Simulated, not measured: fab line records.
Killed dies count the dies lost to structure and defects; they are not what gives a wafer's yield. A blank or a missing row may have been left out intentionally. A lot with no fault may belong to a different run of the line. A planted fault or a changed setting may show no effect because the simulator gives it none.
fab line records	flow sky130
[record] lots = 12	wafers = 36	lastDay = 50
route steps=708 shown METAL2@487 METAL4@635 VIA4@642 METAL5@675 PAD_OPEN@708
lots that met no fault: from a run of the same line without faults
startH: the number of hours between the record's first day and the start of the first shown wafer of the lot	waitH: hours elapsed since this lot's preceding step	" same as the row above	L1.1+2: several wafers, shown together as one row	- no value, or no start was given	* or withheld: withheld	< > ~ a bound
route shown NAME@n: NAME is a module with steps in the file, n the number in the route of the first one	usual: mean/standard deviation of fault-free wafers	same: alike in all rows	chamber/n: place in a boat	sites: readings site by site	_std_site: their standard deviation	_edge_site: mean of outer sites minus mean of inner sites	radiusMm: how far each site lies from the wafer's centre	mask NAME#n: copy n	behind: the last tool/chamber to shape the wafer	hold: what put the lot on hold/how long, in hours/how the hold closed	device: the transistor (n, p or np) that didn't switch	end of line: tests run on the same wafers once the route is complete	where a step has no rows: the recipe by itself	killed: dies lost to structure and defects at the first sort, not the wafer's yield	map: a wafer's dies, x killed, . not, _ none there
set.NAME: the setting as run; set.NAME@STEP: as run at that earlier step	model.NAME: the simulator's own value behind a step, which no gauge read
the route's steps for a sample of lots (tables are steps, rows are wafers)
services: the hour from which a tool's chamber was out of use, counted from the record's first day as startH (under 0 if before that day), plus the number of hours and why
[[steps]]
[step SKY_METAL2_SPUTTER_04]
[recipe] material = TiN	targetThkNm = 70	powerW = 6500	timeS = 58.3	chamberPressurePa = 0.4
[usual] chamberPressurePa = 0.4001/0.00079	throttleValvePct = 29.4/1.3
lot.wafer	tool	chamber	startH	waitH	chamberPressurePa	throttleValvePct
L791.1	pvdSputter-04	-	783.83	0.0	0.3980	30.2
L791.2	"	-	"	"	0.3995	28.7
L791.3	"	-	"	"	0.4018	29.5
L794.1	pvdSputter-04	-	822.59	0.0	0.4007	28.7
L794.4	"	-	"	"	0.3990	31.2
L794.6	"	-	"	"	0.4003	31.1
L797.2	pvdSputter-03	-	838.02	0.0	0.4015	30.3
L797.3	"	-	"	"	0.4014	28.9
L797.6	"	-	"	"	0.4005	28.7
L798.2	pvdSputter-04	-	846.93	0.0	0.3993	28.7
L798.5	"	-	"	"	0.4014	29.4
L798.6	"	-	"	"	0.3991	28.8
L799.2	pvdSputter-04	-	853.63	0.0	0.3993	30.4
L799.3	"	-	"	"	0.4008	28.7
L799.6	"	-	"	"	0.4003	28.8
L801.2	pvdSputter-02	-	878.80	0.0	0.3997	26.3
L801.4	"	-	"	"	0.3999	31.4
L801.6	"	-	"	"	0.4010	28.5
L802.1	pvdSputter-04	-	879.33	0.0	0.3998	29.6
L802.2	"	-	"	"	0.4003	30.9
L802.5	"	-	"	"	0.4006	29.6
L804.1	pvdSputter-04	-	894.65	0.0	0.4002	29.3
L804.2	"	-	"	"	0.3996	30.1
L804.3	"	-	"	"	0.3999	28.7
L805.1	pvdSputter-04	-	902.83	0.0	0.4004	29.1
L805.4	"	-	"	"	0.3996	28.7
L805.5	"	-	"	"	0.3996	31.1
L806.1	pvdSputter-02	-	914.62	0.0	0.3994	26.3
L806.4	"	-	"	"	0.4007	31.4
L806.6	"	-	"	"	0.3994	26.3
L812.1	pvdSputter-02	-	950.15	0.0	0.4010	31.5
L812.4	"	-	"	"	0.3995	28.9
L812.5	"	-	"	"	0.4005	31.4
L813.2	pvdSputter-03	-	953.83	0.0	0.4000	27.6
L813.5	"	-	"	"	0.4001	27.8
L813.6	"	-	"	"	0.3990	30.1
[step SKY_METAL4_STRIP_19]
[recipe] chemistry = O2/N2	powerW = 1400	pressureMtorr = 1500	platenTempC = withheld	o2FlowSccm = 3000	n2FlowSccm = 300	overashFraction = 0.5
[usual] drypumpMotorCurrentA = 5.37/0.16	oesProductAu = 0.502/0.0058	stripTimeToEndpointS = 6.53/0.07
lot.wafer	tool	chamber	startH	waitH	drypumpMotorCurrentA	oesProductAu	rfHoursCounterH	stripTimeToEndpointS
L791.1	plasmaAsher-02	1	971.31	0.1	5.35	0.500	23	6.55
L791.2	"	0	"	"	5.31	0.488	23	6.45
L791.3	"	0	"	"	5.28	0.498	-	6.43
L794.1	plasmaAsher-03	0	1004.41	0.1	5.37	0.494	57	6.47
L794.4	"	0	"	"	5.38	0.499	-	6.39
L794.6	"	0	"	"	5.37	0.495	-	6.46
L797.2	plasmaAsher-04	1	1019.42	0.1	4.94	0.509	120	6.60
L797.3	"	1	"	"	4.96	0.499	-	6.52
L797.6	"	0	"	"	5.44	0.500	-	6.57
L798.2	plasmaAsher-02	1	1026.46	0.1	5.36	0.507	29	6.46
L798.5	"	1	"	"	5.36	0.490	-	6.50
L798.6	"	0	"	"	5.31	0.496	-	6.48
L799.2	plasmaAsher-02	0	1031.58	0.1	5.30	0.489	29	6.41
L799.3	"	0	"	"	5.28	0.491	-	6.50
L799.6	"	1	"	"	5.36	0.500	-	6.49
L801.2	plasmaAsher-02	1	1053.76	0.1	5.35	0.507	31	6.57
L801.4	"	0	"	"	5.30	0.502	-	6.58
L801.6	"	0	"	"	5.31	0.512	-	6.62
L802.1	plasmaAsher-03	0	1054.51	0.1	5.38	0.503	61	6.46
L802.2	"	1	"	"	5.57	0.504	61	6.51
L802.5	"	0	"	"	5.36	0.506	-	6.47
L804.1	plasmaAsher-04	0	1068.52	0.1	5.42	0.502	0	6.42
L804.2	"	1	"	"	4.96	0.498	0	6.42
L804.3	"	0	"	"	5.45	0.502	-	6.37
L805.1	plasmaAsher-03	0	1073.41	0.1	5.36	0.504	64	6.51
L805.4	"	1	"	"	5.56	0.504	-	6.53
L805.5	"	0	"	"	5.35	0.507	-	6.49
L806.1	plasmaAsher-04	0	1084.37	0.1	5.41	0.513	1	6.59
L806.4	"	1	"	"	4.96	0.510	-	6.61
L806.6	"	0	"	"	5.43	0.504	-	6.59
L812.1	plasmaAsher-03	1	1114.17	0.1	5.57	0.501	68	6.61
L812.4	"	1	"	"	5.56	0.504	-	6.57
L812.5	"	0	"	"	5.36	0.510	-	6.64
L813.2	plasmaAsher-03	0	1117.61	0.1	5.36	0.505	68	6.65
L813.5	"	0	"	"	5.35	0.507	-	6.75
L813.6	"	1	"	"	5.59	0.508	-	6.61
[step SKY_VIA4_BOW_MEAS_03]
[recipe] mode = bow
[usual] VIA4_BOW = 80/7.6
lot.wafer	tool	chamber	startH	waitH	VIA4_BOW[um]
L791.1	filmMetro-04	-	972.44	0.1	83
L791.2	"	-	"	"	75
L791.3	"	-	"	"	75
L794.1	filmMetro-02	-	1005.57	0.2	83
L794.4	"	-	"	"	81
L794.6	"	-	"	"	80
L797.2	filmMetro-02	-	1020.57	0.1	80
L797.3	"	-	"	"	71
L797.6	"	-	"	"	76
L798.2	filmMetro-04	-	1027.61	0.2	86
L798.5	"	-	"	"	80
L798.6	"	-	"	"	80
L799.2	filmMetro-02	-	1032.93	0.2	70
L799.3	"	-	"	"	65
L799.6	"	-	"	"	74
L801.2	filmMetro-02	-	1054.91	0.2	86
L801.4	"	-	"	"	77
L801.6	"	-	"	"	80
L802.1	filmMetro-04	-	1055.73	0.2	75
L802.2	"	-	"	"	76
L802.5	"	-	"	"	69
L804.1	filmMetro-02	-	1069.75	0.2	81
L804.2	"	-	"	"	82
L804.3	"	-	"	"	83
L805.1	filmMetro-03	-	1074.63	0.2	87
L805.4	"	-	"	"	95
L805.5	"	-	"	"	88
L806.1	filmMetro-02	-	1085.91	0.2	73
L806.4	"	-	"	"	73
L806.6	"	-	"	"	84
L812.1	filmMetro-02	-	1115.30	0.2	72
L812.4	"	-	"	"	85
L812.5	"	-	"	"	78
L813.2	filmMetro-02	-	1118.85	0.1	74
L813.5	"	-	"	"	73
L813.6	"	-	"	"	87
[step SKY_METAL5_DESCUM_14]
[recipe] chemistry = O2	sourcePowerW = 150	biasPowerW = 0	pressureMtorr = 10	tempC = 40	timeS = 11
[usual] drypumpMotorCurrentA = 5.9/0.39	oesProductAu = 1.003/0.0092
lot.wafer	tool	chamber	startH	waitH	drypumpMotorCurrentA	oesProductAu	rfHoursCounterH
L791.1	rieMetal-04	1	1020.58	0.1	5.2	0.988	7
L791.2	"	1	"	"	5.2	0.988	-
L791.3	"	1	"	"	5.2	0.986	-
L794.1	rieMetal-01	0	1051.92	0.1	6.3	1.001	18
L794.4	"	1	"	"	5.9	1.003	-
L794.6	"	0	"	"	6.3	1.004	-
L797.2	rieMetal-04	0	1065.51	0.1	6.2	1.001	18
L797.3	"	1	"	"	5.2	0.990	-
L797.6	"	0	"	"	6.2	0.991	-
L798.2	rieMetal-01	1	1071.53	0.1	5.9	1.009	3
L798.5	"	0	"	"	6.3	1.000	-
L798.6	"	1	"	"	5.8	1.010	-
L799.2	rieMetal-01	0	1076.43	0.1	6.3	1.008	19
L799.3	"	0	"	"	6.3	1.009	-
L799.6	"	1	"	"	5.8	1.008	-
L801.2	rieMetal-04	0	1097.38	0.1	6.2	0.996	20
L801.4	"	0	"	"	6.2	0.996	-
L801.6	"	1	"	"	5.2	0.994	-
L802.1	rieMetal-02	0	1098.57	0.1	6.2	1.007	23
L802.2	"	1	"	"	6.3	1.010	8
L802.5	"	0	"	"	6.2	1.014	-
L804.1	rieMetal-02	1	1112.18	0.1	6.2	1.004	9
L804.2	"	0	"	"	6.2	1.005	24
L804.3	"	0	"	"	6.2	1.003	-
L805.1	rieMetal-01	0	1116.81	0.1	6.3	1.019	22
L805.4	"	1	"	"	5.9	1.019	-
L805.5	"	1	"	"	5.8	1.021	-
L806.1	rieMetal-01	1	1127.18	0.1	5.8	1.016	7
L806.4	"	1	"	"	5.9	1.015	-
L806.6	"	1	"	"	5.9	1.005	-
L812.1	rieMetal-01	0	1154.23	0.1	6.3	1.008	25
L812.4	"	0	"	"	6.2	1.006	-
L812.5	"	0	"	"	6.3	1.001	-
L813.2	rieMetal-04	0	1157.43	0.1	6.2	1.000	26
L813.5	"	1	"	"	5.2	0.995	-
L813.6	"	0	"	"	6.1	0.987	-
[step SKY_PAD_OPEN_PROBE_99]
[usual] defectLimitedYield = 82.7/2.1	killed_at_M0_to_M3 = 43/7.2	killed_at_M4_up = 3.0/1.7	killedAtContacts = 24/5.3	killedAtFrontEnd = 15/4.6	killedAtOther = 0.3/0.5	killedDies = 85/10	killedOpen = 46/7.2	killedShort = 39/6.4	sort_bin_3_pad_short = 0.9/0.42	sort_bin_5_function = 10.2/1.6	sort_bin_6_memory = 6.2/1	sortNPass = 407/10	sortYieldPct = 82.7/2.1
[same] grossDies = 492	killedAtBackSide = 0	sort_bin_4_leakage[%] = 0	sort_bin_8_speed[%] = 0
lot.wafer	tool	chamber	startH	waitH	defectLimitedYield[%]	killed_at_M0_to_M3	killed_at_M4_up	killedAtContacts	killedAtFrontEnd	killedAtOther	killedDies	killedOpen	killedShort	sort_bin_3_pad_short[%]	sort_bin_5_function[%]	sort_bin_6_memory[%]	sortNPass	sortYieldPct[%]
L791.1	prober-02	-	1068.00	0.1	81.1	42	1	28	21	1	93	56	37	1.0	12.6	5.3	399	81.1
L791.2	prober-02	-	1068.05	0.1	83.5	49	2	18	12	0	81	40	41	0.6	10.8	5.1	411	83.5
L791.3	prober-02	-	1068.10	0.2	78.5	46	5	34	21	0	106	48	58	1.8	13.2	6.5	386	78.5
L794.1	prober-01	-	1096.86	0.1	80.3	64	0	23	9	1	97	55	42	1.6	10.8	7.3	395	80.3
L794.4	prober-01	-	1097.01	0.2	81.7	48	1	26	15	0	90	49	41	0.6	11.4	6.3	402	81.7
L794.6	prober-01	-	1097.11	0.2	81.5	47	2	24	18	0	91	47	44	0.8	12.0	5.7	401	81.5
L797.2	prober-02	-	1109.79	0.1	77.6	47	3	29	31	0	110	61	49	0.8	12.6	8.9	382	77.6
L797.3	prober-02	-	1109.84	0.2	81.3	51	1	18	22	0	92	62	30	0.8	10.4	7.5	400	81.3
L797.6	prober-02	-	1109.99	0.2	83.1	44	5	23	10	1	83	47	36	1.4	9.8	5.7	409	83.1
L798.2	prober-01	-	1115.71	0.1	81.3	35	6	30	20	1	92	51	41	0.8	11.2	6.7	400	81.3
L798.5	prober-01	-	1115.86	0.2	85.0	36	1	20	16	1	74	36	38	1.4	7.3	6.3	418	85.0
L798.6	prober-01	-	1115.91	0.2	84.6	41	5	13	17	0	76	42	34	0.8	8.3	6.3	416	84.6
L799.2	prober-02	-	1120.00	0.1	83.7	40	3	23	14	0	80	48	32	0.6	10.6	5.1	412	83.7
L799.3	prober-02	-	1120.05	0.2	85.6	31	2	19	19	0	71	41	30	1.2	7.9	5.3	421	85.6
L799.6	prober-02	-	1120.20	0.2	81.1	50	5	26	11	1	93	51	42	0.4	11.6	6.9	399	81.1
L801.2	prober-02	-	1139.90	0.1	83.9	41	1	21	16	0	79	44	35	1.6	9.1	5.3	413	83.9
L801.4	prober-02	-	1140.00	0.2	81.9	51	7	23	8	0	89	42	47	1.0	11.4	5.7	403	81.9
L801.6	prober-02	-	1140.10	0.2	84.8	41	0	19	15	0	75	40	35	0.6	9.6	5.1	417	84.8
L802.1	prober-01	-	1140.49	0.1	82.5	40	3	30	12	1	86	57	29	0.8	10.0	6.7	406	82.5
L802.2	prober-01	-	1140.54	0.1	83.9	39	2	25	13	0	79	45	34	0.6	10.2	5.3	413	83.9
L802.5	prober-01	-	1140.69	0.2	87.0	29	3	22	10	0	64	28	36	0.4	7.7	4.9	428	87.0
L804.1	prober-01	-	1153.74	0.1	84.6	31	3	22	20	0	76	44	32	1.8	7.9	5.7	416	84.6
L804.2	prober-01	-	1153.79	0.1	82.3	40	4	25	18	0	87	52	35	0.8	11.6	5.3	405	82.3
L804.3	prober-01	-	1153.84	0.2	80.7	42	4	33	16	0	95	52	43	1.2	12.0	6.1	397	80.7
L805.1	prober-02	-	1157.24	0.1	83.3	34	3	24	20	1	82	46	36	0.4	10.4	5.9	410	83.3
L805.4	prober-02	-	1157.39	0.2	72.4	100	4	19	13	0	136	42	40	3.3	16.1	8.3	356	72.4
L805.5	prober-02	-	1157.44	0.2	85.2	47	1	13	11	1	73	38	35	0.8	8.1	5.9	419	85.2
L806.1	prober-01	-	1167.63	0.1	84.8	42	2	19	12	0	75	47	28	1.0	9.6	4.7	417	84.8
L806.4	prober-01	-	1167.78	0.2	82.1	51	7	9	20	1	88	46	42	1.0	9.6	7.3	404	82.1
L806.6	prober-01	-	1167.88	0.2	83.5	41	4	26	10	0	81	44	37	0.2	8.9	7.3	411	83.5
L812.1	prober-01	-	1191.35	0.1	80.5	55	5	23	13	0	96	54	42	1.0	13.0	5.5	396	80.5
L812.4	prober-01	-	1191.50	0.2	82.7	39	1	22	23	0	85	53	32	0.8	10.8	5.7	407	82.7
L812.5	prober-01	-	1191.55	0.2	79.1	51	4	25	22	1	103	55	48	0.8	12.2	7.9	389	79.1
L813.2	prober-02	-	1193.50	0.1	82.1	46	3	29	9	1	88	50	38	1.4	10.2	6.3	404	82.1
L813.5	prober-02	-	1193.65	0.2	82.1	51	3	21	13	0	88	45	43	1.2	10.0	6.7	404	82.1
L813.6	prober-02	-	1193.70	0.2	81.5	50	6	19	15	1	91	45	46	1.4	11.8	5.3	401	81.5
// killed by level:class
L791.1 CONTACT:geometricParticle:open=15 VIA1:geometricParticle:open=10 VIA1:geometricParticle:short=7 VIA2:geometricParticle:short=7 FIELD_ISO:geometricParticle:open=6 VIA2:geometricParticle:open=6 VIA3:geometricParticle:open=6 CONTACT:geometricParticle:short=5
L791.2 VIA1:geometricParticle:open=8 VIA2:geometricParticle:short=8 VIA3:geometricParticle:open=8 CONTACT:geometricParticle:open=6 VIA1:geometricParticle:short=6 VIA2:geometricParticle:open=6 CONTACT:geometricParticle:short=4 METAL1:geometricParticle:short=4
L791.3 METAL1:geometricParticle:short=12 LI_CONTACT:geometricParticle:open=9 CONTACT:geometricParticle:open=9 VIA1:geometricParticle:open=8 POLY_GATE:geometricParticle:short=7 CONTACT:geometricParticle:short=7 LOCAL_INTERCONNECT:geometricParticle:short=6 VIA3:geometricParticle:open=6
L794.1 VIA1:geometricParticle:open=20 METAL2:geometricParticle:short=9 CONTACT:geometricParticle:open=9 VIA3:geometricParticle:open=8 VIA2:geometricParticle:open=7 VIA1:geometricParticle:short=6 METAL1:geometricParticle:short=5 LI_CONTACT:geometricParticle:open=4
L794.4 CONTACT:geometricParticle:open=10 LI_CONTACT:geometricParticle:open=8 VIA1:geometricParticle:open=8 VIA1:geometricParticle:short=8 VIA2:geometricParticle:open=7 VIA3:geometricParticle:open=6 FIELD_ISO:geometricParticle:short=4 POLY_GATE:geometricParticle:short=4
L794.6 CONTACT:geometricParticle:open=10 VIA1:geometricParticle:open=9 METAL1:geometricParticle:short=8 LI_CONTACT:geometricParticle:open=7 FIELD_ISO:geometricParticle:open=6 VIA2:geometricParticle:open=6 METAL2:geometricParticle:short=6 CONTACT:geometricParticle:short=5
L797.2 VIA1:geometricParticle:open=13 CONTACT:geometricParticle:open=12 FIELD_ISO:geometricParticle:short=11 VIA2:geometricParticle:open=9 CONTACT:geometricParticle:short=8 FIELD_ISO:geometricParticle:open=6 METAL1:geometricParticle:short=6 LI_CONTACT:geometricParticle:short=5
L797.3 VIA1:geometricParticle:open=17 VIA2:geometricParticle:open=10 VIA3:geometricParticle:open=9 CONTACT:geometricParticle:open=8 FIELD_ISO:geometricParticle:short=7 POLY_GATE:geometricParticle:open=5 METAL1:geometricParticle:short=5 LI_CONTACT:geometricParticle:open=4
L797.6 VIA1:geometricParticle:open=12 CONTACT:geometricParticle:open=8 VIA3:geometricParticle:open=7 VIA1:geometricParticle:short=6 LI_CONTACT:geometricParticle:open=6 LOCAL_INTERCONNECT:geometricParticle:short=4 METAL2:geometricParticle:short=4 METAL4:geometricParticle:short=4
L798.2 FIELD_ISO:geometricParticle:open=11 LI_CONTACT:geometricParticle:open=10 CONTACT:geometricParticle:open=7 VIA1:geometricParticle:open=6 VIA3:geometricParticle:short=6 LOCAL_INTERCONNECT:geometricParticle:short=5 FIELD_ISO:geometricParticle:short=4 LI_CONTACT:geometricParticle:short=4
L798.5 VIA1:geometricParticle:open=8 METAL3:geometricParticle:short=7 FIELD_ISO:geometricParticle:short=6 LI_CONTACT:geometricParticle:open=5 CONTACT:geometricParticle:short=5 CONTACT:geometricParticle:open=5 VIA2:geometricParticle:open=4 VIA3:geometricParticle:open=4
L798.6 VIA3:geometricParticle:open=11 VIA1:geometricParticle:open=8 LI_CONTACT:geometricParticle:open=6 METAL1:geometricParticle:short=6 FIELD_ISO:geometricParticle:open=4 VIA1:geometricParticle:short=4 VIA3:geometricParticle:short=4 METAL4:geometricParticle:short=4
L799.2 CONTACT:geometricParticle:open=13 VIA1:geometricParticle:open=8 VIA2:geometricParticle:open=7 LI_CONTACT:geometricParticle:open=6 VIA3:geometricParticle:open=6 METAL2:geometricParticle:short=5 METAL1:geometricParticle:short=5 POLY_GATE:geometricParticle:short=4
L799.3 METAL3:geometricParticle:short=7 LI_CONTACT:geometricParticle:open=6 POLY_GATE:geometricParticle:open=5 CONTACT:geometricParticle:open=5 VIA3:geometricParticle:open=5 FIELD_ISO:geometricParticle:open=4 POLY_GATE:geometricParticle:short=4 CONTACT:geometricParticle:short=4
L799.6 VIA1:geometricParticle:open=10 VIA2:geometricParticle:open=9 CONTACT:geometricParticle:open=8 LI_CONTACT:geometricParticle:open=7 METAL1:geometricParticle:short=6 METAL2:geometricParticle:short=6 METAL4:geometricParticle:short=5 LOCAL_INTERCONNECT:geometricParticle:short=4
L801.2 VIA3:geometricParticle:open=11 LI_CONTACT:geometricParticle:open=9 VIA1:geometricParticle:open=9 POLY_GATE:geometricParticle:short=6 FIELD_ISO:geometricParticle:open=4 CONTACT:geometricParticle:short=4 CONTACT:geometricParticle:open=4 VIA3:geometricParticle:short=4
L801.4 VIA1:geometricParticle:open=12 VIA2:geometricParticle:open=11 CONTACT:geometricParticle:short=9 METAL2:geometricParticle:short=8 VIA1:geometricParticle:short=7 CONTACT:geometricParticle:open=5 LI_CONTACT:geometricParticle:short=4 METAL4:geometricParticle:short=4
L801.6 VIA1:geometricParticle:open=10 CONTACT:geometricParticle:open=6 VIA2:geometricParticle:open=5 CONTACT:geometricParticle:short=5 VIA1:geometricParticle:short=5 FIELD_ISO:geometricParticle:open=4 POLY_GATE:geometricParticle:short=4 LOCAL_INTERCONNECT:geometricParticle:short=4
L802.1 LI_CONTACT:geometricParticle:open=12 CONTACT:geometricParticle:open=10 VIA3:geometricParticle:open=9 VIA1:geometricParticle:open=7 LOCAL_INTERCONNECT:geometricParticle:open=5 VIA1:geometricParticle:short=5 VIA2:geometricParticle:open=4 VIA2:geometricParticle:short=4
L802.2 LI_CONTACT:geometricParticle:open=8 VIA1:geometricParticle:open=8 POLY_GATE:geometricParticle:open=7 CONTACT:geometricParticle:open=7 METAL2:geometricParticle:short=7 VIA2:geometricParticle:open=6 CONTACT:geometricParticle:short=6 METAL1:geometricParticle:short=5
L802.5 CONTACT:geometricParticle:short=8 VIA1:geometricParticle:open=7 LI_CONTACT:geometricParticle:open=6 METAL2:geometricParticle:short=6 CONTACT:geometricParticle:open=5 SPACER:geometricParticle:short=4 METAL1:geometricParticle:short=3 VIA1:geometricParticle:short=3
L804.1 CONTACT:geometricParticle:open=7 VIA2:geometricParticle:open=7 POLY_GATE:geometricParticle:open=6 FIELD_ISO:geometricParticle:short=5 LI_CONTACT:geometricParticle:open=5 POLY_GATE:geometricParticle:short=4 VIA1:geometricParticle:open=4 VIA3:geometricParticle:open=4
L804.2 CONTACT:geometricParticle:open=12 VIA1:geometricParticle:open=9 VIA2:geometricParticle:open=9 FIELD_ISO:geometricParticle:open=7 VIA3:geometricParticle:open=7 FIELD_ISO:geometricParticle:short=6 METAL3:geometricParticle:short=5 LI_CONTACT:geometricParticle:open=4
L804.3 LI_CONTACT:geometricParticle:open=10 VIA1:geometricParticle:open=9 CONTACT:geometricParticle:open=8 VIA2:geometricParticle:open=8 POLY_GATE:geometricParticle:short=6 LI_CONTACT:geometricParticle:short=6 CONTACT:geometricParticle:short=5 VIA1:geometricParticle:short=5
L805.1 CONTACT:geometricParticle:open=13 VIA3:geometricParticle:open=7 METAL2:geometricParticle:short=7 FIELD_ISO:geometricParticle:short=6 VIA2:geometricParticle:open=6 VIA1:geometricParticle:open=6 POLY_GATE:geometricParticle:short=5 FIELD_ISO:geometricParticle:open=4
L805.4 METAL2:unspecified=54 VIA1:geometricParticle:open=9 CONTACT:geometricParticle:open=8 METAL2:geometricParticle:short=7 VIA2:geometricParticle:open=7 VIA3:geometricParticle:open=5 VIA1:geometricParticle:short=4 VIA3:geometricParticle:short=4
L805.5 VIA1:geometricParticle:open=9 VIA2:geometricParticle:open=8 VIA3:geometricParticle:open=7 VIA2:geometricParticle:short=5 METAL1:geometricParticle:short=4 LI_CONTACT:geometricParticle:open=4 CONTACT:geometricParticle:open=4 METAL2:geometricParticle:short=4
L806.1 VIA1:geometricParticle:open=10 LI_CONTACT:geometricParticle:open=7 CONTACT:geometricParticle:open=7 FIELD_ISO:geometricParticle:open=6 METAL1:geometricParticle:short=6 METAL2:geometricParticle:short=6 VIA2:geometricParticle:open=5 VIA2:geometricParticle:short=4
L806.4 VIA1:geometricParticle:open=8 VIA2:geometricParticle:open=8 FIELD_ISO:geometricParticle:open=7 VIA3:geometricParticle:open=7 METAL1:geometricParticle:short=6 VIA1:geometricParticle:short=6 METAL2:geometricParticle:short=5 POLY_GATE:geometricParticle:short=4
L806.6 LI_CONTACT:geometricParticle:open=10 METAL2:geometricParticle:short=7 VIA1:geometricParticle:open=7 VIA2:geometricParticle:open=7 VIA3:geometricParticle:open=6 CONTACT:geometricParticle:open=6 CONTACT:geometricParticle:short=6 FIELD_ISO:geometricParticle:open=4
L812.1 VIA1:geometricParticle:open=18 VIA1:geometricParticle:short=10 VIA2:geometricParticle:open=10 LI_CONTACT:geometricParticle:open=8 CONTACT:geometricParticle:open=8 FIELD_ISO:geometricParticle:short=6 METAL2:geometricParticle:short=5 METAL3:geometricParticle:short=5
L812.4 VIA1:geometricParticle:open=11 FIELD_ISO:geometricParticle:short=9 FIELD_ISO:geometricParticle:open=8 LI_CONTACT:geometricParticle:open=8 CONTACT:geometricParticle:open=8 VIA1:geometricParticle:short=7 VIA2:geometricParticle:open=7 CONTACT:geometricParticle:short=5
L812.5 VIA1:geometricParticle:open=16 CONTACT:geometricParticle:open=11 FIELD_ISO:geometricParticle:short=8 FIELD_ISO:geometricParticle:open=6 CONTACT:geometricParticle:short=6 METAL1:geometricParticle:short=6 VIA1:geometricParticle:short=6 VIA2:geometricParticle:open=5
L813.2 VIA1:geometricParticle:open=16 CONTACT:geometricParticle:open=10 LOCAL_INTERCONNECT:geometricParticle:short=9 METAL2:geometricParticle:short=8 LI_CONTACT:geometricParticle:open=6 VIA2:geometricParticle:open=6 POLY_GATE:geometricParticle:open=4 VIA1:geometricParticle:short=4
L813.5 VIA2:geometricParticle:open=12 LI_CONTACT:geometricParticle:open=8 VIA1:geometricParticle:open=7 VIA1:geometricParticle:short=6 VIA3:geometricParticle:short=6 CONTACT:geometricParticle:open=5 FIELD_ISO:geometricParticle:short=4 CONTACT:geometricParticle:short=4
L813.6 VIA1:geometricParticle:open=12 METAL1:geometricParticle:short=9 METAL2:geometricParticle:short=8 LI_CONTACT:geometricParticle:open=6 CONTACT:geometricParticle:open=6 VIA2:geometricParticle:open=6 FIELD_ISO:geometricParticle:open=5 VIA2:geometricParticle:short=4
[[services]]
tool	chamber	startH	hours	kind
pvdSputter-02	-	782.67	3.3	repair
plasmaAsher-03	-	783.51	2.8	pm
pvdSputter-04	-	786.95	4.6	repair
pvdSputter-03	-	821.12	5.7	repair
plasmaAsher-02	-	831.01	2.8	pm
pvdSputter-02	-	833.03	6.0	repair
pvdSputter-02	-	848.86	2.2	repair
rieMetal-04	0	874.60	2.1	repair
rieMetal-02	1	882.65	29.8	repair
rieMetal-01	0	890.74	2.3	repair
pvdSputter-03	-	911.40	2.3	repair
pvdSputter-02	-	922.04	4.1	repair
rieMetal-01	-	931.59	0.7	repair
pvdSputter-02	-	941.44	5.5	repair
pvdSputter-02	-	952.73	1.2	repair
rieMetal-02	-	973.41	2.8	pm
pvdSputter-03	-	982.94	2.3	repair
pvdSputter-02	-	1020.75	3.3	repair
plasmaAsher-04	-	1055.25	9.0	pm
plasmaAsher-04	-	1071.03	4.0	repair
plasmaAsher-02	-	1079.99	2.1	repair
pvdSputter-02	-	1091.59	0.9	repair
plasmaAsher-04	-	1092.80	2.9	repair
rieMetal-01	-	1103.15	7.5	repair
[[key]]
[firstSign] step = SKY_PAD_OPEN_PROBE_99	reading = killed_at_M0_to_M3	direction = up	sigmas = 8	usual = 43	struck = 100
[effect] step = SKY_PAD_OPEN_PROBE_99	reading = sort_bin_3_pad_short	direction = up	sigmas = 5.6	usual = 0.9	struck = 3.3
metAt SKY_METAL2_SPUTTER_04
struckLots L805
struckWafers L805.4
notActingAt SKY_METAL4_STRIP_19,SKY_VIA4_BOW_MEAS_03,SKY_METAL5_DESCUM_14
onsetBetween 894.65 902.83
[fault] kind = chamberParticleSource	tool = pvdSputter-04	chamber = -	onsetH = 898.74	steps = SKY_METAL2_SPUTTER_04	ratePerVisitCm2 = 0.95663	endH = 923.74	scope = struckWafersOnly
